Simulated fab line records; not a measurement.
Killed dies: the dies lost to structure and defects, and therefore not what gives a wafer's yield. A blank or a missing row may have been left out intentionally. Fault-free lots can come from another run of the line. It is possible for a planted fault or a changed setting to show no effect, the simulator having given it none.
Which tool did it? || flow gf180mcu || Sampling: 13 lots, 39 wafers, 4 of 602 route steps

## WHAT THE GAUGES SHOWED, per wafer
GF_V4_RS_MEAS_24: a four-point-probe measurement.
{"lot": "L406", "measured": "day 24 07:53", "on": "film metro-03", "V4_W_RS (ohm/sq)": "0.321 0.325 0.323"}
{"lot": "L407", "measured": "day 24 18:54", "on": "film metro-02", "V4_W_RS (ohm/sq)": "0.327 0.321 0.325"}
{"lot": "L408", "measured": "day 24 19:57", "on": "film metro-03", "V4_W_RS (ohm/sq)": "0.328 0.329 0.328"}
{"lot": "L409", "measured": "day 25 12:22", "on": "film metro-04", "V4_W_RS (ohm/sq)": "0.326 0.329 0.325"}
{"lot": "L410", "measured": "day 25 22:38", "on": "film metro-04", "V4_W_RS (ohm/sq)": "0.329 0.328 0.327"}
{"lot": "L411", "measured": "day 26 10:46", "on": "film metro-02", "V4_W_RS (ohm/sq)": "0.327 0.331 0.329"}
{"lot": "L412", "measured": "day 26 14:08", "on": "film metro-03", "V4_W_RS (ohm/sq)": "0.333 0.330 0.334"}
{"lot": "L413", "measured": "day 26 19:22", "on": "film metro-02", "V4_W_RS (ohm/sq)": "0.327 0.329 0.328"}
{"lot": "L414", "measured": "day 27 05:55", "on": "film metro-03", "V4_W_RS (ohm/sq)": "0.326 0.324 0.326"}
{"lot": "L420", "measured": "day 28 23:02", "on": "film metro-04", "V4_W_RS (ohm/sq)": "0.327 0.328 0.326"}
{"lot": "L424", "measured": "day 30 02:01", "on": "film metro-03", "V4_W_RS (ohm/sq)": "0.323 0.323 0.325"}
{"lot": "L425", "measured": "day 30 07:45", "on": "film metro-04", "V4_W_RS (ohm/sq)": "0.325 0.322 0.327"}
{"lot": "L427", "measured": "day 30 22:05", "on": "film metro-04", "V4_W_RS (ohm/sq)": "0.324 0.322 0.326"}

GF_MIM_RS_MEAS_10: a four-point-probe measurement.
{"lot": "L406", "measured": "day 24 08:47", "on": "film metro-01", "MIM_ALCU_RS (ohm/sq)": "0.1610 0.1618 0.1606"}
{"lot": "L407", "measured": "day 24 19:47", "on": "film metro-03", "MIM_ALCU_RS (ohm/sq)": "0.1580 0.1582 0.1586"}
{"lot": "L408", "measured": "day 24 20:50", "on": "film metro-03", "MIM_ALCU_RS (ohm/sq)": "0.1575 0.1577 0.1575"}
{"lot": "L409", "measured": "day 25 13:17", "on": "film metro-01", "MIM_ALCU_RS (ohm/sq)": "0.1630 0.1619 0.1602"}
{"lot": "L410", "measured": "day 25 23:32", "on": "film metro-03", "MIM_ALCU_RS (ohm/sq)": "0.1617 0.1603 0.1606"}
{"lot": "L411", "measured": "day 26 11:40", "on": "film metro-03", "MIM_ALCU_RS (ohm/sq)": "0.1598 0.1597 0.1583"}
{"lot": "L412", "measured": "day 26 15:02", "on": "film metro-03", "MIM_ALCU_RS (ohm/sq)": "0.1639 0.1637 0.1643"}
{"lot": "L413", "measured": "day 26 20:16", "on": "film metro-01", "MIM_ALCU_RS (ohm/sq)": "0.1621 0.1617 0.1619"}
{"lot": "L414", "measured": "day 27 06:49", "on": "film metro-01", "MIM_ALCU_RS (ohm/sq)": "0.1634 0.1611 0.1614"}
{"lot": "L420", "measured": "day 28 23:56", "on": "film metro-01", "MIM_ALCU_RS (ohm/sq)": "0.1595 0.1604 0.1587"}
{"lot": "L424", "measured": "day 30 02:55", "on": "film metro-01", "MIM_ALCU_RS (ohm/sq)": "0.1599 0.1601 0.1612"}
{"lot": "L425", "measured": "day 30 09:07", "on": "film metro-03", "MIM_ALCU_RS (ohm/sq)": "0.1576 0.1577 0.1581"}
{"lot": "L427", "measured": "day 30 22:59", "on": "film metro-01", "MIM_ALCU_RS (ohm/sq)": "0.1604 0.1595 0.1596"}

## TOOL THAT RAN EACH LOT (tool first, then ch and the chambers of the sampled wafers, then the start)
{"lot": "L406", "GF_M4_SPUTTER_04": "pvd sputter-02, day 22 07:53", "GF_V4_SPUTTER_21": "pvd sputter-04, day 24 07:39"}
{"lot": "L407", "GF_M4_SPUTTER_04": "pvd sputter-04, day 22 19:49", "GF_V4_SPUTTER_21": "pvd sputter-01, day 24 18:40"}
{"lot": "L408", "GF_M4_SPUTTER_04": "pvd sputter-03, day 22 21:14", "GF_V4_SPUTTER_21": "pvd sputter-03, day 24 19:44"}
{"lot": "L409", "GF_M4_SPUTTER_04": "pvd sputter-04, day 23 14:05", "GF_V4_SPUTTER_21": "pvd sputter-01, day 25 12:09"}
{"lot": "L410", "GF_M4_SPUTTER_04": "pvd sputter-03, day 23 23:58", "GF_V4_SPUTTER_21": "pvd sputter-01, day 25 22:24"}
{"lot": "L411", "GF_M4_SPUTTER_04": "pvd sputter-04, day 24 13:34", "GF_V4_SPUTTER_21": "pvd sputter-03, day 26 10:29"}
{"lot": "L412", "GF_M4_SPUTTER_04": "pvd sputter-03, day 24 16:20", "GF_V4_SPUTTER_21": "pvd sputter-04, day 26 13:54"}
{"lot": "L413", "GF_M4_SPUTTER_04": "pvd sputter-04, day 24 23:05", "GF_V4_SPUTTER_21": "pvd sputter-01, day 26 19:09"}
{"lot": "L414", "GF_M4_SPUTTER_04": "pvd sputter-03, day 25 10:05", "GF_V4_SPUTTER_21": "pvd sputter-01, day 27 05:42"}
{"lot": "L420", "GF_M4_SPUTTER_04": "pvd sputter-02, day 27 04:41", "GF_V4_SPUTTER_21": "pvd sputter-04, day 28 22:47"}
{"lot": "L424", "GF_M4_SPUTTER_04": "pvd sputter-04, day 28 08:41", "GF_V4_SPUTTER_21": "pvd sputter-04, day 30 01:47"}
{"lot": "L425", "GF_M4_SPUTTER_04": "pvd sputter-04, day 28 16:01", "GF_V4_SPUTTER_21": "pvd sputter-01, day 30 07:30"}
{"lot": "L427", "GF_M4_SPUTTER_04": "pvd sputter-04, day 29 07:05", "GF_V4_SPUTTER_21": "pvd sputter-01, day 30 21:45"}
- GF_M4_SPUTTER_04: material TiN, target thk 50 nm, time 41.7 s.
- GF_V4_SPUTTER_21: material Ti, target thk 15 nm, time 80.02 s.

## AS READ BY THE TOOLS THEMSELVES (means over the sampled wafers that have a number; for cases with no such wafer, the mark the record gives instead)
GF_M4_SPUTTER_04.
{"lot": "L406", "tool": "pvd sputter-02", "chamber pressure pa (Pa)": 0.3998, "throttle valve pct (%)": 28.8}
{"lot": "L407", "tool": "pvd sputter-04", "chamber pressure pa (Pa)": 0.3988, "throttle valve pct (%)": 29.0}
{"lot": "L408", "tool": "pvd sputter-03", "chamber pressure pa (Pa)": 0.3999, "throttle valve pct (%)": 29.2}
{"lot": "L409", "tool": "pvd sputter-04", "chamber pressure pa (Pa)": 0.4005, "throttle valve pct (%)": 28.5}
{"lot": "L410", "tool": "pvd sputter-03", "chamber pressure pa (Pa)": 0.3998, "throttle valve pct (%)": 28.7}
{"lot": "L411", "tool": "pvd sputter-04", "chamber pressure pa (Pa)": 0.3998, "throttle valve pct (%)": 29.4}
{"lot": "L412", "tool": "pvd sputter-03", "chamber pressure pa (Pa)": 0.3998, "throttle valve pct (%)": 29.6}
{"lot": "L413", "tool": "pvd sputter-04", "chamber pressure pa (Pa)": 0.4002, "throttle valve pct (%)": 29.6}
{"lot": "L414", "tool": "pvd sputter-03", "chamber pressure pa (Pa)": 0.3991, "throttle valve pct (%)": 29.7}
{"lot": "L420", "tool": "pvd sputter-02", "chamber pressure pa (Pa)": 0.4003, "throttle valve pct (%)": 29.2}
{"lot": "L424", "tool": "pvd sputter-04", "chamber pressure pa (Pa)": 0.3993, "throttle valve pct (%)": 29.1}
{"lot": "L425", "tool": "pvd sputter-04", "chamber pressure pa (Pa)": 0.4002, "throttle valve pct (%)": 29.2}
{"lot": "L427", "tool": "pvd sputter-04", "chamber pressure pa (Pa)": 0.3999, "throttle valve pct (%)": 29.0}

GF_V4_SPUTTER_21.
{"lot": "L406", "tool": "pvd sputter-04", "chamber pressure pa (Pa)": 5.005, "throttle valve pct (%)": 28.9}
{"lot": "L407", "tool": "pvd sputter-01", "chamber pressure pa (Pa)": 5.000, "throttle valve pct (%)": 30.5}
{"lot": "L408", "tool": "pvd sputter-03", "chamber pressure pa (Pa)": 4.995, "throttle valve pct (%)": 29.1}
{"lot": "L409", "tool": "pvd sputter-01", "chamber pressure pa (Pa)": 4.999, "throttle valve pct (%)": 31.0}
{"lot": "L410", "tool": "pvd sputter-01", "chamber pressure pa (Pa)": 5.008, "throttle valve pct (%)": 30.0}
{"lot": "L411", "tool": "pvd sputter-03", "chamber pressure pa (Pa)": 4.997, "throttle valve pct (%)": 29.8}
{"lot": "L412", "tool": "pvd sputter-04", "chamber pressure pa (Pa)": 5.000, "throttle valve pct (%)": 28.6}
{"lot": "L413", "tool": "pvd sputter-01", "chamber pressure pa (Pa)": 4.994, "throttle valve pct (%)": 30.4}
{"lot": "L414", "tool": "pvd sputter-01", "chamber pressure pa (Pa)": 5.000, "throttle valve pct (%)": 30.3}
{"lot": "L420", "tool": "pvd sputter-04", "chamber pressure pa (Pa)": 4.998, "throttle valve pct (%)": 29.1}
{"lot": "L424", "tool": "pvd sputter-04", "chamber pressure pa (Pa)": 5.005, "throttle valve pct (%)": 29.0}
{"lot": "L425", "tool": "pvd sputter-01", "chamber pressure pa (Pa)": 5.005, "throttle valve pct (%)": 30.8}
{"lot": "L427", "tool": "pvd sputter-01", "chamber pressure pa (Pa)": 4.997, "throttle valve pct (%)": 30.2}

## THE ANSWER, worked out from the rows above alone
Rule: usual is defined by the lots themselves. Put in order of their means at a reading, lots are off if they are a third of the lots or fewer, leave a main group of 4 or more, and stand apart from it by a gap of 3 or more times the standard deviation of the main group's means; of several such gaps the widest counts. The tables above print the reading to a certain number of digits; a main group whose means all agree to those digits is not used. A lot without any number at a reading at which 4 lots or more have one is off too. Where the step has rows for the other lots, those lots are counted as sound. After the gauges, taken in route order, come the tools' own readings; for these a lot's mean is taken, as printed above. At the first step where some lot is off, the reading lying furthest off is the one used; lots without a number count as furthest.
No lot is off on any of the readings shown, so nothing can be concluded from this.

## WHAT THE SIMULATOR HAD PUT IN
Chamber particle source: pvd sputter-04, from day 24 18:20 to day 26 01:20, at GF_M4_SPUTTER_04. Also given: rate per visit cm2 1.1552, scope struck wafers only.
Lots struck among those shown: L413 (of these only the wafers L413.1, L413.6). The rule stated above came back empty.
